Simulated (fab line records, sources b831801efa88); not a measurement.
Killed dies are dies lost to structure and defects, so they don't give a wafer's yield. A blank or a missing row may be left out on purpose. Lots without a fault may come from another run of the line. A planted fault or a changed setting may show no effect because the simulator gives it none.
fab line records | flow sky130
record lots=7 wafers=21 last_day=49
route steps=708 shown VIA3@593 METAL4@598 CAP2M@603
lots that met no fault: from a run of the same line without faults
start_h: hours from the record's first day to the start of the lot's first wafer shown | wait_h: hours since the lot's step before | " the same as in the row above | L1.1+2: a row that stands for several wafers | - no value, or no start given | * or withheld: withheld | < > ~ a bound
route shown NAME@n: a module of which the file shows steps, and the number in the route of the first | usual: mean/standard deviation of fault-free wafers | same: alike in all rows | chamber/n: place in a boat | sites: the reading at each site | _std_site: their standard deviation | _edge_site: outer sites' mean less inner sites' | radius_mm: how far each site lies from the wafer's centre | mask NAME#n: copy n | behind: the tool/chamber that last shaped the wafer | hold: why the lot was held/for how many hours/how that ended | device: the transistor (n, p or np) that didn't switch | end of line: the same wafers' tests at the end of the route | a step without rows: its recipe alone | killed: dies lost to structure and defects at the first sort, not the wafer's yield | map: a wafer's dies, x killed, . not, _ none there
set.NAME: the setting as run; set.NAME@STEP: as run at that earlier step | model.NAME: the simulator's own value behind a step, which no gauge read
lots at some steps of the route; a table a step, a row a wafer
services: from which hour (start_h, from the record's first day; less than 0 if before it) a tool's chamber was out of use, for how many hours, and why
## steps
# step SKY_VIA3_SPUTTER_20
# recipe material=TiN target_thk_nm=20 chamber_pressure_pa=5 power_w=4000 time_s=80
# step SKY_VIA3_CVD_21
# recipe material=W target_thk_nm=390 time_s=117.31 temp_c=400 pressure_torr=40
# step SKY_VIA3_RS_MEAS_22
# recipe thk_meas_gauge=four-point-probe reads=W_of_VIA3_CVD_21+TiN_of_VIA3_SPUTTER_20
# usual VIA3_W_RS=0.292/0.0046
# columns lot.wafer tool chamber start_h wait_h VIA3_W_RS[ohm/sq]
L414.2 film_metro-03 - 978.43 0.1 0.296
L414.3 " - " " 0.295
L414.6 " - " " 0.299
L417.2 film_metro-02 - 998.46 0.2 0.295
L417.4 " - " " 0.296
L417.6 " - " " 0.293
L418.2 film_metro-01 - 1006.68 0.2 0.296
L418.3 " - " " 0.293
L418.5 " - " " 0.295
L419.2 film_metro-02 - 1011.36 0.1 0.295
L419.4 " - " " 0.293
L419.6 " - " " 0.293
L424.1 film_metro-01 - 1040.05 0.1 0.292
L424.3 " - " " 0.287
L424.6 " - " " 0.294
L427.1 film_metro-01 - 1057.69 0.1 0.293
L427.5 " - " " 0.285
L427.6 " - " " 0.294
L428.1 film_metro-02 - 1065.34 0.1 0.294
L428.3 " - " " 0.296
L428.4 " - " " 0.296
# step SKY_VIA3_THK_MEAS_23
# recipe thk_meas_gauge=xrf reads=W_of_VIA3_CVD_21
# usual VIA3_W_THK=386/6.6
# columns lot.wafer tool chamber start_h wait_h VIA3_W_THK[nm]
L414.2 film_metro-03 - 978.54 0.1 385
L414.3 " - " " 389
L414.6 " - " " 384
L417.2 film_metro-02 - 998.57 0.1 380
L417.4 " - " " 378
L417.6 " - " " 383
L418.2 film_metro-01 - 1006.79 0.1 379
L418.3 " - " " 382
L418.5 " - " " 381
L419.2 film_metro-02 - 1011.47 0.1 378
L419.4 " - " " 385
L419.6 " - " " 379
L424.1 film_metro-01 - 1040.17 0.1 385
L424.3 " - " " 394
L424.6 " - " " 387
L427.1 film_metro-01 - 1057.81 0.1 387
L427.5 " - " " 395
L427.6 " - " " 382
L428.1 film_metro-02 - 1065.46 0.1 379
L428.3 " - " " 376
L428.4 " - " " 377
# step SKY_VIA3_CMP_24
# recipe stop_on=SiO2 t_overpolish_s=20 down_force_psi=3.5 platen_rpm=60 target_thk_nm=0 pad_velocity_m_s=0.94248
# usual motor_current_A=11.0/1 overpolish_run_s=20.000/0.0099 time_to_endpoint_s=93/3.5
# columns lot.wafer tool chamber start_h wait_h motor_current_A overpolish_run_s time_to_endpoint_s
L414.3 cmp-01 3 978.59 0.0 10.7 19.973 92
L414.2 " 1 " " 10.8 19.994 93
L414.6 " 3 " " 11.2 19.998 88
L417.4 cmp-01 0 998.67 0.1 12.6 20.004 90
L417.2 " 1 " " 10.2 20.001 94
L417.6 " 0 " " 12.3 20.004 93
L418.2 cmp-01 0 1006.84 0.0 12.1 20.005 89
L418.3 " 3 " " 10.5 19.999 91
L418.5 " 0 " " 12.8 19.999 93
L419.2 cmp-02 0 1011.52 0.0 10.5 19.994 95
L419.4 " 1 " " 10.4 20.019 97
L419.6 " 0 " " 10.3 20.004 96
L424.1 cmp-02 0 1040.23 0.1 10.6 19.987 99
L424.3 " 1 " " 10.1 19.989 98
L424.6 " 0 " " 10.1 20.000 97
L427.1 cmp-02 3 1057.92 0.1 10.3 19.992 95
L427.6 " 2 " " 9.2 20.013 94
L427.5 " 3 " " 10.3 20.005 96
L428.4 cmp-01 2 1065.52 0.0 12.4 19.998 92
L428.1 " 3 " " 10.6 19.993 92
L428.3 " 1 " " 10.9 20.008 93
# step SKY_METAL4_SPUTTER_00
# recipe material=Ti target_thk_nm=15 power_w=3000 time_s=10 chamber_pressure_pa=0.4
# step SKY_METAL4_SPUTTER_01
# recipe material=TiN target_thk_nm=20 power_w=6500 time_s=16.7 chamber_pressure_pa=0.4
# step SKY_METAL4_SPUTTER_02
# recipe material=AlCu target_thk_nm=735 power_w=10600 time_s=39.1 chamber_pressure_pa=0.4
# usual cathode_dc_power_W=10600/2.1 chamber_pressure_pa=0.4000/0.00087 throttle_valve_pct=30.4/1.2
# columns lot.wafer tool chamber start_h wait_h cathode_dc_power_W chamber_pressure_pa throttle_valve_pct
L414.2 pvd_sputter-02 - 978.94 0.0 10598 0.3996 30.2
L414.3 " - " " 10602 0.3997 31.2
L414.6 " - " " 10603 0.3984 31.0
L417.2 pvd_sputter-02 - 998.97 0.0 10602 0.3995 32.1
L417.4 " - " " 10606 0.4018 30.4
L417.6 " - " " 10598 0.4003 31.2
L418.2 pvd_sputter-04 - 1007.19 0.0 10598 0.3997 31.6
L418.3 " - " " 10597 0.4006 28.5
L418.5 " - " " 10600 0.4001 29.8
L419.2 pvd_sputter-02 - 1011.87 0.0 10598 0.4004 31.4
L419.4 " - " " 10604 0.3988 29.0
L419.6 " - " " 10599 0.4003 31.1
L424.1 pvd_sputter-02 - 1040.58 0.0 10601 0.4000 31.8
L424.3 " - " " 10602 0.3987 30.7
L424.6 " - " " 10601 0.4006 29.1
L427.1 pvd_sputter-04 - 1058.22 0.0 10600 0.3998 29.8
L427.5 " - " " 10604 0.3997 29.6
L427.6 " - " " 10600 0.3995 32.1
L428.1 pvd_sputter-04 - 1065.87 0.0 10597 0.4004 29.7
L428.3 " - " " 10597 0.3997 32.0
L428.4 " - " " 10602 0.3992 29.6
# step SKY_METAL4_SPUTTER_03
# recipe material=Ti target_thk_nm=5 power_w=3000 time_s=3.3 chamber_pressure_pa=0.4
# step SKY_METAL4_SPUTTER_04
# recipe material=TiN target_thk_nm=70 power_w=6500 time_s=58.3 chamber_pressure_pa=0.4
# usual cathode_dc_power_W=6499.8/1.1 chamber_pressure_pa=0.4000/0.00085 throttle_valve_pct=30.4/1.2
# columns lot.wafer tool chamber start_h wait_h cathode_dc_power_W chamber_pressure_pa throttle_valve_pct
L414.2 pvd_sputter-02 - 979.01 0.0 6501.7 0.3993 30.5
L414.3 " - " " 6501.8 0.4007 31.3
L414.6 " - " " 6500.1 0.4003 31.5
L417.2 pvd_sputter-02 - 999.02 0.0 6500.0 0.4004 31.9
L417.4 " - " " 6501.1 0.4009 30.4
L417.6 " - " " 6498.2 0.3993 31.2
L418.2 pvd_sputter-04 - 1007.25 0.0 6497.4 0.4004 32.3
L418.3 " - " " 6499.6 0.4005 28.2
L418.5 " - " " 6499.3 0.3989 29.5
L419.2 pvd_sputter-02 - 1011.93 0.0 6500.2 0.3987 31.0
L419.4 " - " " 6498.6 0.4000 28.9
L419.6 " - " " 6500.4 0.3991 31.2
L424.1 pvd_sputter-02 - 1040.63 0.0 6499.0 0.4013 31.7
L424.3 " - " " 6501.1 0.3996 30.6
L424.6 " - " " 6501.6 0.3999 29.2
L427.1 pvd_sputter-04 - 1058.27 0.0 6500.8 0.3994 29.3
L427.5 " - " " 6500.5 0.4007 29.7
L427.6 " - " " 6501.3 0.4003 31.8
L428.1 pvd_sputter-04 - 1065.92 0.0 6500.5 0.4012 30.1
L428.3 " - " " 6498.3 0.4002 31.7
L428.4 " - " " 6500.4 0.4003 29.8
# step SKY_CAP2M_CVD_00
# recipe material=SiO2 target_thk_nm=15.5 temp_c=400 time_s=withheld rf_w=450
# usual heater_power_w=716/130 susceptor_temp_C=400.02/0.23
# columns lot.wafer tool chamber start_h wait_h heater_power_w susceptor_temp_C
L414.2 pecvd-04 0 979.06 0.0 751 400.49
L414.3 " 2 " " 1012 399.76
L414.6 " 0 " " 743 400.55
L417.2 pecvd-02 1 999.07 0.0 703 400.13
L417.4 " 0 " " 745 400.04
L417.6 " 2 " " 728 400.12
L418.2 pecvd-03 2 1007.30 0.0 656 400.05
L418.3 " 1 " " 522 400.10
L418.5 " 0 " " 673 400.14
L419.2 pecvd-04 1 1011.98 0.0 683 399.48
L419.4 " 2 " " 992 399.92
L419.6 " 1 " " 691 399.57
L424.1 pecvd-04 0 1040.68 0.0 658 400.02
L424.3 " 1 " " 695 400.43
L424.6 " 1 " " 676 400.10
L427.1 pecvd-02 2 1058.32 0.0 750 399.91
L427.5 " 2 " " 728 399.86
L427.6 " 0 " " 766 399.80
L428.1 pecvd-04 0 1065.97 0.0 675 400.23
L428.3 " 2 " " 1053 400.38
L428.4 " 2 " " 1012 399.96
# step SKY_CAP2M_THK_MEAS_01
# recipe reads=SiO2_of_CAP2M_CVD_00
# usual CAP2M_CVD_00_THK=15.44/0.2
# columns lot.wafer tool chamber start_h wait_h CAP2M_CVD_00_THK[nm]
L414.2 film_metro-01 - 979.09 - 15.21
L414.3 " - " " 15.48
L414.6 " - " " 15.52
L417.2 film_metro-04 - 999.10 - 15.23
L417.4 " - " " 15.98
L417.6 " - " " 15.88
L418.2 film_metro-01 - 1007.33 - 15.17
L418.3 " - " " 15.15
L418.5 " - " " 15.71
L419.2 film_metro-04 - 1012.02 - 15.24
L419.4 " - " " 15.64
L419.6 " - " " 15.65
L424.1 film_metro-04 - 1040.71 - 15.27
L424.3 " - " " 14.99
L424.6 " - " " 15.32
L427.1 film_metro-01 - 1058.35 - 15.35
L427.5 " - " " 15.71
L427.6 " - " " 15.64
L428.1 film_metro-04 - 1065.99 - 15.39
L428.3 " - " " 15.38
L428.4 " - " " 15.64
# step SKY_CAP2M_SPUTTER_02
# recipe material=TiN target_thk_nm=200 temp_c=300 power_w=6500 time_s=166.7 chamber_pressure_pa=0.4
# usual cathode_dc_power_W=6500.1/1.3 chamber_pressure_pa=0.3999/0.00079 susceptor_temp_C=299.98/0.17 throttle_valve_pct=30.5/1.5
# columns lot.wafer tool chamber start_h wait_h cathode_dc_power_W chamber_pressure_pa susceptor_temp_C throttle_valve_pct
L414.2 pvd_sputter-03 - 979.14 0.0 6499.4 0.3996 299.68 29.1
L414.3 " - " " 6500.8 0.3989 299.73 33.3
L414.6 " - " " 6501.9 0.4007 300.12 29.6
L417.2 pvd_sputter-03 - 999.15 0.0 - - - -
L417.4 " - " " - - - -
L417.6 " - " " - - - -
L418.2 pvd_sputter-03 - 1007.38 0.0 - - - -
L418.3 " - " " - - - -
L418.5 " - " " - - - -
L419.2 pvd_sputter-04 - 1012.07 0.0 - - - -
L419.4 " - " " - - - -
L419.6 " - " " - - - -
L424.1 pvd_sputter-03 - 1040.77 0.1 6498.3 0.4002 299.94 29.1
L424.3 " - " " 6499.6 0.4015 300.39 33.2
L424.6 " - " " 6502.3 0.3990 300.07 31.1
L427.1 pvd_sputter-04 - 1058.41 0.1 6499.7 0.4006 300.12 31.6
L427.5 " - " " 6500.6 0.3988 300.00 29.7
L427.6 " - " " 6500.1 0.4025 300.12 32.0
L428.1 pvd_sputter-03 - 1066.05 0.1 6501.4 0.3997 299.88 31.4
L428.3 " - " " 6500.6 0.4003 299.64 29.5
L428.4 " - " " 6498.6 0.3998 300.13 31.6
# step SKY_CAP2M_RS_MEAS_03
# recipe thk_meas_gauge=four-point-probe reads=TiN_of_CAP2M_SPUTTER_02
# usual CAP2M_TIN_RS=6.92/0.06
# columns lot.wafer tool chamber start_h wait_h CAP2M_TIN_RS[ohm/sq]
L414.2 film_metro-02 - 979.27 0.1 6.87
L414.3 " - " " 6.94
L414.6 " - " " 6.90
L417.2 film_metro-04 - 999.28 0.1 -
L417.4 " - " " -
L417.6 " - " " -
L418.2 film_metro-04 - 1007.51 0.1 -
L418.3 " - " " -
L418.5 " - " " -
L419.2 film_metro-02 - 1012.19 0.1 -
L419.4 " - " " -
L419.6 " - " " -
L424.1 film_metro-01 - 1040.87 0.1 6.78
L424.3 " - " " 6.78
L424.6 " - " " 6.81
L427.1 film_metro-04 - 1058.52 0.1 6.92
L427.5 " - " " 6.98
L427.6 " - " " 6.87
L428.1 film_metro-01 - 1066.16 0.1 6.94
L428.3 " - " " 7.03
L428.4 " - " " 6.93
# step SKY_CAP2M_THK_MEAS_04
# recipe thk_meas_gauge=xrf reads=TiN_of_CAP2M_SPUTTER_02
# usual CAP2M_TIN_THK=201.9/1.8
# columns lot.wafer tool chamber start_h wait_h CAP2M_TIN_THK[nm]
L414.2 film_metro-02 - 979.38 0.1 203.3
L414.3 " - " " 202.6
L414.6 " - " " 203.1
L417.2 film_metro-04 - 999.39 0.1 <0.0
L417.4 " - " " <0.0
L417.6 " - " " <0.0
L418.2 film_metro-04 - 1007.62 0.1 <0.0
L418.3 " - " " <0.0
L418.5 " - " " <0.0
L419.2 film_metro-02 - 1012.30 0.1 <0.0
L419.4 " - " " <0.0
L419.6 " - " " <0.0
L424.1 film_metro-01 - 1040.99 0.1 206.2
L424.3 " - " " 206.1
L424.6 " - " " 205.6
L427.1 film_metro-04 - 1058.64 0.1 202.1
L427.5 " - " " 200.2
L427.6 " - " " 202.6
L428.1 film_metro-01 - 1066.28 0.1 201.9
L428.3 " - " " 199.7
L428.4 " - " " 203.0
# step SKY_CAP2M_DEHYDRATE_05
# recipe temp_c=200 time_s=60
# step SKY_CAP2M_HMDS_06
# recipe prime_time_s=60 prime_temp_c=120
# step SKY_CAP2M_COAT_07
# recipe resist=NOVOLAK spin_rpm=3000 resist_thk_nm=1140
# step SKY_CAP2M_SOFTBAKE_08
# recipe temp_c=90 time_s=60 resist=NOVOLAK
# step SKY_CAP2M_EXPOSE_09
# recipe mask_id=CAP2M na=0.6 source_shape=conventional sigma_outer=0.6 polarization=unpolarized target_cd_nm=1000 dose_mj=159
# step SKY_CAP2M_PEB_10
# recipe temp_c=withheld time_s=* resist=NOVOLAK
# step SKY_CAP2M_DEVELOP_11
# recipe resist=NOVOLAK developer=TMAH develop_time_s=60 dev_temp_c=23
# step SKY_CAP2M_OVL_MEAS_12
# usual CAP2M_OVL=-0.8/1.2
# columns lot.wafer tool chamber start_h wait_h CAP2M_OVL[nm]
L414.2 overlay-02 - 1002.19 0.1 -0.8
L414.3 " - " " -0.6
L414.6 " - " " -0.6
L417.2 overlay-02 - 1021.70 0.1 0.6
L417.4 " - " " -1.1
L417.6 " - " " 0.0
L418.2 overlay-01 - 1029.91 0.1 -0.6
L418.3 " - " " -2.5
L418.5 " - " " -1.1
L419.2 overlay-01 - 1034.86 0.1 -2.8
L419.4 " - " " -1.6
L419.6 " - " " -1.8
L424.1 overlay-02 - 1063.10 0.1 -0.4
L424.3 " - " " -0.5
L424.6 " - " " -0.2
L427.1 overlay-01 - 1080.05 0.1 -1.1
L427.5 " - " " -1.6
L427.6 " - " " -1.3
L428.1 overlay-02 - 1087.95 0.1 -4.3
L428.3 " - " " -0.7
L428.4 " - " " -2.4
# step SKY_CAP2M_METAL_ETCH_13
# recipe target_depth_nm=220 stop_on=SiO2 chemistry=Cl2/BCl3 target=TiN pressure_mtorr=10 icp_w=900 bias_w=48.5 Cl2_flow_sccm=60 bcl3_flow_sccm=30 time_s=62.9
# usual bcl3_flow_sccm=30.00/0.09 drypump_motor_current_A=5.9/0.48 oes_product_au=0.940/0.0066 throttle_valve_pct=21.902/0.0082
# columns lot.wafer tool chamber start_h wait_h bcl3_flow_sccm drypump_motor_current_A oes_product_au rf_hours_counter_h throttle_valve_pct
L414.2 rie_metal-02 1 1002.22 0.0 30.03 6.6 0.950 7 21.906
L414.3 " 0 " " 30.13 5.2 0.935 - 21.896
L414.6 " 0 " " 29.98 5.2 0.945 - 21.892
L417.2 rie_metal-03 0 1021.73 0.0 30.01 5.4 0.374 12 22.271
L417.4 " 0 " " 30.07 5.4 0.371 - 22.257
L417.6 " 1 " " 30.08 6.2 0.369 - 22.258
L418.2 rie_metal-03 0 1029.94 0.0 30.00 5.4 0.378 12 22.262
L418.3 " 1 " " 29.96 6.1 0.377 - 22.255
L418.5 " 1 " " 29.96 6.2 0.379 - 22.253
L419.2 rie_metal-01 1 1034.89 0.0 30.04 6.1 0.370 20 22.250
L419.4 " 1 " " 30.14 6.1 0.364 - 22.271
L419.6 " 0 " " 29.92 5.9 0.380 - 22.255
L424.1 rie_metal-03 1 1063.13 0.0 29.90 6.2 0.952 10 21.900
L424.3 " 1 " " 30.00 6.2 0.948 - 21.895
L424.6 " 1 " " 30.04 6.2 0.948 - 21.897
L427.1 rie_metal-02 0 1080.09 0.0 29.98 5.2 0.940 10 21.908
L427.5 " 0 " " 30.10 5.2 0.937 - 21.904
L427.6 " 1 " " 30.09 6.5 0.946 - 21.899
L428.1 rie_metal-03 1 1087.98 0.0 29.91 6.2 0.928 11 21.916
L428.3 " 1 " " 30.05 6.2 0.928 - 21.912
L428.4 " 0 " " 30.01 5.4 0.938 - 21.895
# step SKY_CAP2M_STRIP_14
# recipe chemistry=O2/N2 power_w=1400 pressure_mtorr=1500 platen_temp_c=withheld o2_flow_sccm=3000 n2_flow_sccm=300 overash_fraction=0.5
# usual drypump_motor_current_A=5.8/0.32 oes_product_au=0.710/0.0043 strip_time_to_endpoint_s=12.67/0.038
# columns lot.wafer tool chamber start_h wait_h drypump_motor_current_A oes_product_au rf_hours_counter_h strip_time_to_endpoint_s
L414.2 plasma_asher-03 0 1002.29 0.1 6.0 0.713 114 12.64
L414.3 " 0 " " 6.0 0.710 - 12.62
L414.6 " 0 " " 6.0 0.702 - 12.67
L417.2 plasma_asher-03 1 1021.81 0.1 5.7 0.720 116 12.61
L417.4 " 1 " " 5.7 0.710 - 12.61
L417.6 " 1 " " 5.7 0.713 - 12.63
L418.2 plasma_asher-02 1 1030.02 0.1 5.2 0.715 61 12.70
L418.3 " 1 " " 5.2 0.708 - 12.68
L418.5 " 1 " " 5.2 0.714 - 12.69
L419.2 plasma_asher-02 0 1034.97 0.1 6.4 0.718 61 12.64
L419.4 " 1 " " 5.2 0.712 - 12.71
L419.6 " 0 " " 6.4 0.715 - 12.63
L424.1 plasma_asher-01 0 1063.21 0.1 5.8 0.712 94 12.60
L424.3 " 1 " " 5.7 0.705 - 12.61
L424.6 " 0 " " 5.8 0.709 - 12.65
L427.1 plasma_asher-01 0 1080.17 0.1 5.8 0.714 95 12.67
L427.5 " 0 " " 5.8 0.710 - 12.61
L427.6 " 1 " " 5.7 0.716 - 12.61
L428.1 plasma_asher-01 1 1088.06 0.1 5.7 0.701 96 12.66
L428.3 " 0 " " 5.7 0.710 - 12.61
L428.4 " 1 " " 5.7 0.708 - 12.59
## services
# columns tool chamber start_h hours kind
pvd_sputter-03 - 958.76 12.5 repair
cmp-02 - 970.90 11.5 pm
plasma_asher-03 - 972.97 1.6 repair
plasma_asher-01 - 982.05 14.0 repair
plasma_asher-01 - 985.93 11.8 repair
pecvd-02 1 987.38 10.7 repair
cmp-01 - 991.06 3.6 repair
cmp-02 - 1009.17 2.3 repair
pecvd-02 1 1019.01 15.2 repair
rie_metal-03 - 1025.77 2.8 pm
cmp-02 - 1026.43 2.1 repair
plasma_asher-03 - 1026.99 1.8 repair
rie_metal-03 - 1030.18 14.6 pm
pecvd-02 2 1033.91 5.8 repair
rie_metal-02 - 1035.55 1.0 repair
cmp-01 - 1036.35 3.8 repair
cmp-01 - 1036.82 4.3 repair
cmp-01 - 1038.90 1.0 repair
pvd_sputter-03 - 1049.97 4.4 repair
pvd_sputter-02 - 1054.55 13.2 repair
plasma_asher-01 - 1056.06 0.4 repair
pvd_sputter-03 - 1068.77 4.7 repair
rie_metal-03 - 1081.79 5.9 repair
cmp-01 - 1085.44 4.0 pm
## key
first_sign step=SKY_CAP2M_SPUTTER_02 reading=tool_record direction=missing
effect step=SKY_CAP2M_RS_MEAS_03 reading=CAP2M_TIN_RS direction=missing
effect step=SKY_CAP2M_THK_MEAS_04 reading=CAP2M_TIN_THK direction=down sigmas=99+ usual=201.9 struck=<0.0
effect step=SKY_CAP2M_METAL_ETCH_13 reading=oes_product_au direction=down sigmas=86 usual=0.940 struck=0.373
met_at SKY_CAP2M_SPUTTER_02
struck_wafers L417.2,L417.4,L417.6,L418.2,L418.3,L418.5,L419.2,L419.4,L419.6
later_rows_left_out L417.2,L417.4,L417.6,L418.2,L418.3,L418.5,L419.2,L419.4,L419.6
sort_left_out L417.2,L417.4,L417.6,L418.2,L418.3,L418.5,L419.2,L419.4,L419.6
onset_between 979.14 999.15
fault kind=skipped_step_whole tool=pvd_sputter-03,pvd_sputter-04 chamber=- onset_h=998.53 steps=SKY_CAP2M_SPUTTER_02 scope=struck_lots_only
# sort_left_out: the simulated sort isn't trusted on such a fault, so these wafers' sort isn't shown, and their yield isn't known
# later_rows_left_out: the simulator's readings of these wafers behind a module that went badly wrong aren't trusted and aren't shown, but for the sort
